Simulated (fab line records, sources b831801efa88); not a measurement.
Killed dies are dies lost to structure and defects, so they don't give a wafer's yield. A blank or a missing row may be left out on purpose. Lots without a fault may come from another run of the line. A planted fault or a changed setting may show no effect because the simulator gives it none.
Chamber matching | flow sfq_line | SFQ_TRILAYER_I6_CMP_CMP_166 on cmp-01: 4 sister chambers
The step polishes SiO2. 8 wafers are shown with their chamber, then 7 later ones without.

WAFERS WITH THEIR CHAMBER
wafer  | chamber | motor_current_A (A) | time_to_endpoint_s (s)
L159.5 | 0       | 10.1                | 219
L161.6 | 1       | 8.1                 | 210
L162.1 | 0       | 10.1                | 213
L162.4 | 2       | 9.7                 | 216
L165.1 | 2       | 9.4                 | 214
L165.6 | 1       | 8.2                 | 215
L166.1 | 3       | 10.2                | 204
L166.5 | 3       | 10.2                | 218

WAFERS WITHOUT THEIR CHAMBER
wafer  | motor_current_A (A) | time_to_endpoint_s (s)
L166.6 | 9.3                 | 217
L167.3 | 8.8                 | 201
L167.2 | 9.2                 | 217
L167.5 | 8.9                 | 220
L170.5 | 9.5                 | 227
L170.6 | 9.8                 | 219
L173.6 | 8.6                 | 202

WHICH CHAMBER EACH WENT THROUGH
wafer  | from the rows above          | in truth
L166.6 | 2                            | 2
L167.3 | can't be placed: 1 or 2      | 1
L167.2 | 2                            | 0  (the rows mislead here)
L167.5 | can't be placed: 2 or 1      | 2
L170.5 | 2                            | 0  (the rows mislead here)
L170.6 | can't be placed: 2 or 0 or 3 | 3
L173.6 | 1                            | 1
Placed correctly: 2 of 7. Can't be placed from these rows: 3 (the true chamber is among the candidates in 3). Placed wrongly: 2.
How it was worked out, from the rows above alone: a wafer's distance from a chamber is the root of the sum, over the readings, of the square of ((its reading less the chamber's mean) divided by the reading's scatter). The wafer belongs to the nearest chamber; if the next one is less than 2 further off, it can't be placed. A chamber's mean is the mean of its shown wafers. The scatter: the root of (the sum of the squares of (reading less its chamber's mean) over the shown wafers, divided by (wafers less chambers)).
